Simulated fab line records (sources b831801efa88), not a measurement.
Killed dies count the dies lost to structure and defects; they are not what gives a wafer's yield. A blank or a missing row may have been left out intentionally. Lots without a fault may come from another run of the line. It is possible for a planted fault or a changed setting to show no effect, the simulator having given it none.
Split-lot trial || flow sfq_line || 5 lots, 23 wafers read, on a route of 325 steps

== THE SPLIT ITSELF ==
At SFQ_TRILAYER_I1_CMP_CMP_046 (polishes SiO2), the setting leave_above_ref_nm was moved away from the recipe's 200 nm on 8 of the 23 wafers read, by -3.5% to +6.1%. All remaining wafers had this setting at the recipe value.

No step appears in the file between the split and the reading.

== THE READING ==
thk_nm, in nm, at SFQ_TRILAYER_I1_METRO_MEASURE_047. Fault-free wafers of this fab line usually give 199.8 nm, standard deviation 1.1 nm.

{"wafer": "L074.2", "tool, chamber at the split": "cmp-02, 0", "leave_above_ref_nm as run, nm": 200, "against the recipe": "recipe", "thk_nm, nm": 197.8, "against lot-mates on the recipe": "-"}
{"wafer": "L074.4", "tool, chamber at the split": "cmp-02, 2", "leave_above_ref_nm as run, nm": 200, "against the recipe": "recipe", "thk_nm, nm": 199.7, "against lot-mates on the recipe": "-"}
{"wafer": "L074.5", "tool, chamber at the split": "cmp-02, 3", "leave_above_ref_nm as run, nm": 200, "against the recipe": "recipe", "thk_nm, nm": 199.5, "against lot-mates on the recipe": "-"}
{"wafer": "L076.2", "tool, chamber at the split": "cmp-02, 2", "leave_above_ref_nm as run, nm": 200, "against the recipe": "recipe", "thk_nm, nm": 201.4, "against lot-mates on the recipe": "-"}
{"wafer": "L076.3", "tool, chamber at the split": "cmp-02, 0", "leave_above_ref_nm as run, nm": 200, "against the recipe": "recipe", "thk_nm, nm": 200.7, "against lot-mates on the recipe": "-"}
{"wafer": "L076.4", "tool, chamber at the split": "cmp-02, 1", "leave_above_ref_nm as run, nm": 200, "against the recipe": "recipe", "thk_nm, nm": 201.1, "against lot-mates on the recipe": "-"}
{"wafer": "L076.5", "tool, chamber at the split": "cmp-02, 2", "leave_above_ref_nm as run, nm": 200, "against the recipe": "recipe", "thk_nm, nm": 201.8, "against lot-mates on the recipe": "-"}
{"wafer": "L076.6", "tool, chamber at the split": "cmp-02, 1", "leave_above_ref_nm as run, nm": 200, "against the recipe": "recipe", "thk_nm, nm": 200.4, "against lot-mates on the recipe": "-"}
{"wafer": "L078.1", "tool, chamber at the split": "cmp-02, 1", "leave_above_ref_nm as run, nm": 200, "against the recipe": "recipe", "thk_nm, nm": 200.5, "against lot-mates on the recipe": "-"}
{"wafer": "L078.2", "tool, chamber at the split": "cmp-02, 3", "leave_above_ref_nm as run, nm": 200, "against the recipe": "recipe", "thk_nm, nm": 200.4, "against lot-mates on the recipe": "-"}
{"wafer": "L078.3", "tool, chamber at the split": "cmp-02, 0", "leave_above_ref_nm as run, nm": 205.9, "against the recipe": "+3.0%", "thk_nm, nm": 206.6, "against lot-mates on the recipe": "+5.6"}
{"wafer": "L078.4", "tool, chamber at the split": "cmp-02, 2", "leave_above_ref_nm as run, nm": 200, "against the recipe": "recipe", "thk_nm, nm": 202.0, "against lot-mates on the recipe": "-"}
{"wafer": "L078.5", "tool, chamber at the split": "cmp-02, 0", "leave_above_ref_nm as run, nm": 205.9, "against the recipe": "+3.0%", "thk_nm, nm": 206.6, "against lot-mates on the recipe": "+5.6"}
{"wafer": "L080.2", "tool, chamber at the split": "cmp-01, 2", "leave_above_ref_nm as run, nm": 200, "against the recipe": "recipe", "thk_nm, nm": 199.9, "against lot-mates on the recipe": "-"}
{"wafer": "L080.3", "tool, chamber at the split": "cmp-01, 0", "leave_above_ref_nm as run, nm": 212.2, "against the recipe": "+6.1%", "thk_nm, nm": 209.1, "against lot-mates on the recipe": "+9.4"}
{"wafer": "L080.4", "tool, chamber at the split": "cmp-01, 3", "leave_above_ref_nm as run, nm": 200, "against the recipe": "recipe", "thk_nm, nm": 199.4, "against lot-mates on the recipe": "-"}
{"wafer": "L080.5", "tool, chamber at the split": "cmp-01, 1", "leave_above_ref_nm as run, nm": 212.2, "against the recipe": "+6.1%", "thk_nm, nm": 211.8, "against lot-mates on the recipe": "+12.2"}
{"wafer": "L080.6", "tool, chamber at the split": "cmp-01, 2", "leave_above_ref_nm as run, nm": 212.2, "against the recipe": "+6.1%", "thk_nm, nm": 212.7, "against lot-mates on the recipe": "+13.0"}
{"wafer": "L083.1", "tool, chamber at the split": "cmp-01, 0", "leave_above_ref_nm as run, nm": 200, "against the recipe": "recipe", "thk_nm, nm": 197.3, "against lot-mates on the recipe": "-"}
{"wafer": "L083.3", "tool, chamber at the split": "cmp-01, 2", "leave_above_ref_nm as run, nm": 200, "against the recipe": "recipe", "thk_nm, nm": 200.4, "against lot-mates on the recipe": "-"}
{"wafer": "L083.4", "tool, chamber at the split": "cmp-01, 3", "leave_above_ref_nm as run, nm": 192.9, "against the recipe": "-3.5%", "thk_nm, nm": 191.8, "against lot-mates on the recipe": -7.1}
{"wafer": "L083.5", "tool, chamber at the split": "cmp-01, 3", "leave_above_ref_nm as run, nm": 192.9, "against the recipe": "-3.5%", "thk_nm, nm": 192.0, "against lot-mates on the recipe": -6.9}
{"wafer": "L083.6", "tool, chamber at the split": "cmp-01, 2", "leave_above_ref_nm as run, nm": 192.9, "against the recipe": "-3.5%", "thk_nm, nm": 193.2, "against lot-mates on the recipe": -5.7}

FIT RESULTS
A straight line over all 23 wafers: thk_nm changes by +1.95 nm for each +1% of leave_above_ref_nm; r = +0.97; the points scatter about the line by 1.3 nm.
The same after taking each lot's own level away (the mean of its wafers on the recipe; 23 wafers): +1.88 nm for each +1%; r = +0.98; scatter 0.93 nm.
That fit puts the effect of the largest move of leave_above_ref_nm on the reading at 11 nm.
Across the lots, their own levels run from 198.85 to 201.08 nm, a range of 2.0 times the standard deviation given above.
So the lot-to-lot level changes the slope little: the two slopes agree.
Check: with one of the wafers moved furthest among these (+6.1%) left out of the fit, the line predicts +12.1 nm for it against its lot-mates. Against them it came out at +9.45 nm.

== OTHER SPLITS ON THESE WAFERS ==
Before the reading, these wafers also passed through other splits. Each is held against what the fit with the lots' levels taken away leaves over:
{"other split on the same wafers": "SFQ_TRILAYER_M1_LITHO_EXPOSE_040 dose_mj", "wafers away from the commonest value": 10, "r with thk_nm (lot level and that fit taken away)": "+0.08"}

== THE WHOLE CHAIN: every reading that the file lists as answering this split, in the file's order ==
{"step": "SFQ_TRILAYER_I1_CMP_CMP_046", "what it does": "polishes SiO2", "reading": "SiO2_of_TRILAYER_I1_DEP_PECVD_045.thk_nm (the simulator's own value, which no gauge read)", "change (the file's fit)": "+1.89 nm for each +1% of the setting", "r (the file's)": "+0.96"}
{"step": "SFQ_TRILAYER_I1_METRO_MEASURE_047", "what it does": "", "reading": "thk_nm", "change (the file's fit)": "+1.89 nm for each +1% of the setting", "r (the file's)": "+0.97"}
{"step": "SFQ_TRILAYER_I1_VIA_ETCH_VIA_ETCH_052", "what it does": "etches SiO2 in CHF3, stops on Nb, target depth 260 nm", "reading": "etch.depth_nm (the simulator's own value, which no gauge read)", "change (the file's fit)": "+1.67 nm for each +1% of the setting", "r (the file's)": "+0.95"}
{"step": "SFQ_TRILAYER_I1_VIA_ETCH_VIA_ETCH_052", "what it does": "etches SiO2 in CHF3, stops on Nb, target depth 260 nm", "reading": "I1.feature_depth_nm (the simulator's own value, which no gauge read)", "change (the file's fit)": "+1.89 nm for each +1% of the setting", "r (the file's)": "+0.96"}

== FILE'S OWN FIT ==
thk_nm changes by +1.89 nm for each +1% of leave_above_ref_nm, r = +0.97.
